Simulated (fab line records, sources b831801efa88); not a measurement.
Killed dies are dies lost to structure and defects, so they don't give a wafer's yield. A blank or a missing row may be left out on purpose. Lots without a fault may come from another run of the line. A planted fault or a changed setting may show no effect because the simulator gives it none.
Which tool did it? | flow gf180mcu | 12 lots, 36 wafers sampled, at 5 steps of a route of 602

WHAT THE GAUGES READ, wafer by wafer
GF_V1_THK_MEAS_03.
lot  | measured     | on            | V1_CVD_02_THK (nm)
L210 | day 17 20:49 | film_metro-03 | 865 862 879
L211 | day 18 08:56 | film_metro-01 | 841 843 850
L212 | day 18 09:41 | film_metro-01 | 854 875 868
L213 | day 18 21:12 | film_metro-01 | 838 851 857
L214 | day 19 13:26 | film_metro-02 | 826 842 845
L215 | day 19 23:10 | film_metro-01 | 865 856 880
L216 | day 20 04:28 | film_metro-01 | 839 845 852
L218 | day 20 19:08 | film_metro-01 | 848 861 866
L219 | day 21 04:27 | film_metro-03 | 855 876 856
L221 | day 21 17:21 | film_metro-03 | 851 853 852
L228 | day 24 05:31 | film_metro-02 | 436 868 860 437 869 860
L230 | day 24 21:29 | film_metro-01 | 423 416 427 423 416 427

WHICH TOOL RAN EACH LOT (tool, then ch and the chambers of the sampled wafers, then the start)
lot  | GF_CONTACT_SPUTTER_23        | GF_M1_SPUTTER_03             | GF_M1_METAL_ETCH_16               | GF_V1_CVD_02
L210 | pvd_sputter-02, day 16 19:59 | pvd_sputter-03, day 16 20:46 | rie_metal-02 ch 0,1, day 17 19:59 | pecvd-03 ch 1,2, day 17 20:44
L211 | pvd_sputter-03, day 17 07:34 | pvd_sputter-01, day 17 08:21 | rie_metal-04 ch 0,1, day 18 08:02 | pecvd-02 ch 0,1, day 18 08:52
L212 | pvd_sputter-02, day 17 08:12 | pvd_sputter-04, day 17 09:05 | rie_metal-03 ch 0, day 18 08:44   | pecvd-03 ch 0,1,2, day 18 09:36
L213 | pvd_sputter-03, day 17 18:50 | pvd_sputter-03, day 17 20:05 | rie_metal-02 ch 1, day 18 20:20   | pecvd-01 ch 0,2, day 18 21:07
L214 | pvd_sputter-03, day 18 10:52 | pvd_sputter-01, day 18 11:52 | rie_metal-03 ch 0,1, day 19 12:33 | pecvd-01 ch 0,2, day 19 13:22
L215 | pvd_sputter-03, day 18 20:10 | pvd_sputter-03, day 18 20:56 | rie_metal-02 ch 1, day 19 22:14   | pecvd-03 ch 0,1,2, day 19 23:05
L216 | pvd_sputter-01, day 19 01:53 | pvd_sputter-01, day 19 02:40 | rie_metal-04 ch 0,1, day 20 03:32 | pecvd-01 ch 0,2, day 20 04:22
L218 | pvd_sputter-01, day 19 16:10 | pvd_sputter-03, day 19 16:56 | rie_metal-02 ch 0,1, day 20 18:12 | pecvd-03 ch 0,1, day 20 19:04
L219 | pvd_sputter-01, day 20 01:40 | pvd_sputter-03, day 20 02:27 | rie_metal-02 ch 0,1, day 21 03:37 | pecvd-02 ch 1,2, day 21 04:23
L221 | pvd_sputter-03, day 20 15:22 | pvd_sputter-01, day 20 16:08 | rie_metal-02 ch 0,1, day 21 16:30 | pecvd-03 ch 0,1,2, day 21 17:17
L228 | pvd_sputter-03, day 23 04:34 | pvd_sputter-01, day 23 05:21 | rie_metal-02 ch 0, day 24 04:35   | pecvd-03 ch 0,1,2, day 24 05:26
L230 | pvd_sputter-01, day 23 20:53 | pvd_sputter-04, day 23 21:40 | rie_metal-03 ch 0,1, day 24 20:39 | pecvd-03 ch 0,1,2, day 24 21:26
- GF_CONTACT_SPUTTER_23: material TiN, target thk 10 nm, time 40 s.
- GF_M1_SPUTTER_03: material Ti, target thk 10 nm, time 6.7 s.
- GF_M1_METAL_ETCH_16: etches the open film in Cl2/BCl3, stops on SiO2, target depth 627.5 nm, time 104.6 s.
- GF_V1_CVD_02: deposits SiO2 from TEOS, target thk 850 nm, time 94.851 s.

WHAT THE TOOLS THEMSELVES READ (means of the sampled wafers that have a number; where no wafer has one, the mark that the record gives instead)
GF_CONTACT_SPUTTER_23.
lot  | tool           | throttle_valve_pct (%)
L210 | pvd_sputter-02 | 30.5
L211 | pvd_sputter-03 | 29.0
L212 | pvd_sputter-02 | 30.6
L213 | pvd_sputter-03 | 29.1
L214 | pvd_sputter-03 | 29.0
L215 | pvd_sputter-03 | 28.8
L216 | pvd_sputter-01 | 30.9
L218 | pvd_sputter-01 | 31.5
L219 | pvd_sputter-01 | 31.0
L221 | pvd_sputter-03 | 28.9
L228 | pvd_sputter-03 | 28.7
L230 | pvd_sputter-01 | 30.8

GF_M1_SPUTTER_03.
lot  | tool           | throttle_valve_pct (%)
L210 | pvd_sputter-03 | 29.1
L211 | pvd_sputter-01 | 31.4
L212 | pvd_sputter-04 | 29.8
L213 | pvd_sputter-03 | 29.0
L214 | pvd_sputter-01 | 30.5
L215 | pvd_sputter-03 | 29.0
L216 | pvd_sputter-01 | 30.8
L218 | pvd_sputter-03 | 29.1
L219 | pvd_sputter-03 | 28.9
L221 | pvd_sputter-01 | 30.7
L228 | pvd_sputter-01 | 31.3
L230 | pvd_sputter-04 | 30.1

GF_M1_METAL_ETCH_16.
lot  | tool         | drypump_motor_current_A (A) | oes_product_au (a.u.) | throttle_valve_pct (%)
L210 | rie_metal-02 | 5.87                        | 0.970                 | 28.257
L211 | rie_metal-04 | 5.74                        | 0.975                 | 28.251
L212 | rie_metal-03 | 6.37                        | 0.968                 | 28.259
L213 | rie_metal-02 | 5.89                        | 0.981                 | 28.244
L214 | rie_metal-03 | 6.08                        | 0.966                 | 28.263
L215 | rie_metal-02 | 5.89                        | 0.974                 | 28.242
L216 | rie_metal-04 | 5.84                        | 0.970                 | 28.263
L218 | rie_metal-02 | 5.84                        | 0.970                 | 28.240
L219 | rie_metal-02 | 5.86                        | 0.975                 | 28.248
L221 | rie_metal-02 | 5.86                        | 0.969                 | 28.255
L228 | rie_metal-02 | 5.81                        | 0.978                 | 28.234
L230 | rie_metal-03 | 5.81                        | 0.966                 | 28.266

GF_V1_CVD_02.
lot  | tool     | heater_power_outer_w (W) | heater_power_w (W)
L210 | pecvd-03 | 366                      | 629
L211 | pecvd-02 | 339                      | 605
L212 | pecvd-03 | 395                      | 694
L213 | pecvd-01 | 464                      | 763
L214 | pecvd-01 | 428                      | 702
L215 | pecvd-03 | 404                      | 705
L216 | pecvd-01 | 465                      | 758
L218 | pecvd-03 | 382                      | 680
L219 | pecvd-02 | 331                      | 591
L221 | pecvd-03 | 375                      | 663
L228 | pecvd-03 | 435                      | 749
L230 | pecvd-03 | 413                      | 729

THE ANSWER, worked out from the rows above alone
Rule: what is usual is taken from the lots themselves. Put in order of their means at a reading, lots are off if they are a third of the lots or fewer, leave a main group of 4 or more, and stand apart from it by a gap of 3 or more times the standard deviation of the main group's means; of several such gaps the widest counts. A main group whose means are all the same, to the digits that the tables above print for the reading, isn't used. A lot without any number at a reading at which 4 lots or more have one is off too. The other lots that the step has rows for count as sound. The gauges are gone through in route order, then the tools' own readings, and for those a lot's mean is taken as printed above. The first step at which some lot is off is used, and at that step the reading that is off furthest; a lot without a number counts as furthest.
Off: L228, L230, at GF_V1_THK_MEAS_03 (V1_CVD_02_THK). The main group: mean 855 nm, standard deviation 10.
A tool fits if, at a process step before that reading, it ran every lot that is off, and no sound lot after the first of them. The gauges at GF_V1_THK_MEAS_03 are tried like those tools. One fits: pecvd-03 at GF_V1_CVD_02. Its last sound lot is L221 (day 21 17:17), its first lot that is off L228 (day 24 05:26): a fault that began between those two fits.

WHAT THE SIMULATOR HAD PUT IN
Process parameter drift: pecvd-03, from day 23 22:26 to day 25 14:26, at GF_V1_CVD_02. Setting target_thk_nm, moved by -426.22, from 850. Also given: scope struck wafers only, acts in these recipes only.
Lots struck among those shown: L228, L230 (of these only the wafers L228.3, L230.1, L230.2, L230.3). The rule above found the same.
